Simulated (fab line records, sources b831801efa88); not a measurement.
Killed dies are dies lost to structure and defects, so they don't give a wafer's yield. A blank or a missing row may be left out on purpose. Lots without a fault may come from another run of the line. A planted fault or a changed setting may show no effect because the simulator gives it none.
Chamber matching | flow gf180mcu | GF_V2_ETCH_17 on rie_diel-01: 4 sister chambers
The step etches SiO2 in C4F8/O2/Ar, stops on TiN, target depth 630 nm. 8 wafers are shown with their chamber, then 7 later ones without.

WAFERS WITH THEIR CHAMBER
wafer  | chamber | oes_product_au (a.u.) | bias_w (W)
L531.2 | 1       | 0.858                 | 1193
L538.3 | 0       | 0.861                 | 1196
L538.4 | 3       | 0.859                 | 1199
L544.2 | 1       | 0.867                 | 1202
L544.4 | 3       | 0.861                 | 1198
L544.5 | 2       | 0.856                 | 1198
L546.4 | 0       | 0.862                 | 1207
L546.5 | 2       | 0.862                 | 1202

WAFERS WITHOUT THEIR CHAMBER
wafer  | oes_product_au (a.u.) | bias_w (W)
L546.6 | 0.855                 | 1204
L550.1 | 0.849                 | 1200
L550.2 | 0.851                 | 1207
L550.6 | 0.857                 | 1210
L551.1 | 0.860                 | 1194
L551.2 | 0.856                 | 1199
L551.4 | 0.857                 | 1195

WHICH CHAMBER EACH WENT THROUGH
wafer  | from the rows above               | in truth
L546.6 | can't be placed: 2 or 3 or 0 or 1 | 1
L550.1 | can't be placed: 2 or 3 or 0 or 1 | 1
L550.2 | can't be placed: 2 or 3 or 0 or 1 | 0
L550.6 | can't be placed: 2 or 0 or 3 or 1 | 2
L551.1 | can't be placed: 3 or 1 or 2 or 0 | 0
L551.2 | can't be placed: 2 or 3 or 0 or 1 | 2
L551.4 | can't be placed: 3 or 2 or 1 or 0 | 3
Placed correctly: 0 of 7. Can't be placed from these rows: 7 (the true chamber is among the candidates in 7). Placed wrongly: 0.
How it was worked out, from the rows above alone: a wafer's distance from a chamber is the root of the sum, over the readings, of the square of ((its reading less the chamber's mean) divided by the reading's scatter). The wafer belongs to the nearest chamber; if the next one is less than 2 further off, it can't be placed. A chamber's mean is the mean of its shown wafers. The scatter: the root of (the sum of the squares of (reading less its chamber's mean) over the shown wafers, divided by (wafers less chambers)).
